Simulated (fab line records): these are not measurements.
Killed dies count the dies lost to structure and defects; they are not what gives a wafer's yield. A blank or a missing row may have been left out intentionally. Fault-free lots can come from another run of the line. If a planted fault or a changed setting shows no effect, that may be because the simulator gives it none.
Matching of chambers	flow sky130	4 sister chambers for SKY_LI_CONTACT_CMP_24 on cmp-01
The step polishes, stops on PSG, t overpolish 20 s, target thk 0 nm. 4 wafers are shown with their chamber, then 6 later ones without.

## WAFERS WITH THEIR CHAMBER
wafer	chamber	motor-current-A (A)
L506.1	3	11.5
L507.4	2	11.2
L511.4	0	10.1
L511.6	1	11.7

## WAFERS MISSING THEIR CHAMBER
wafer	motor-current-A (A)
L513.4	9.6
L513.5	9.5
L513.6	12.1
L515.1	11.5
L515.2	10.2
L515.4	11.3

## WHICH CHAMBER EACH WENT THROUGH
wafer	from the rows above	in truth
L513.4	0	0
L513.5	0	0
L513.6	can't be placed: 1 or 3 or 2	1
L515.1	can't be placed: 3 or 1 or 2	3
L515.2	0	0
L515.4	can't be placed: 2 or 3 or 1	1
Correct placement for 3 of the 6. Cannot be placed on the basis of these rows: 3; the candidates contain the true chamber in 3. 0 placed wrongly.
How it was worked out, from the rows above alone: a wafer's distance from a chamber is the root of the sum, over the readings, of the square of ((its reading less the chamber's mean) divided by the reading's scatter). If the next closest chamber is less than 2 further off than the closest, the wafer can't be placed; otherwise it belongs to the closest. For every chamber, the mean is computed from those of its wafers that are shown. The scatter: with one shown wafer a chamber, the root of the mean of the squares of how far each hidden wafer lies from its nearest shown one.
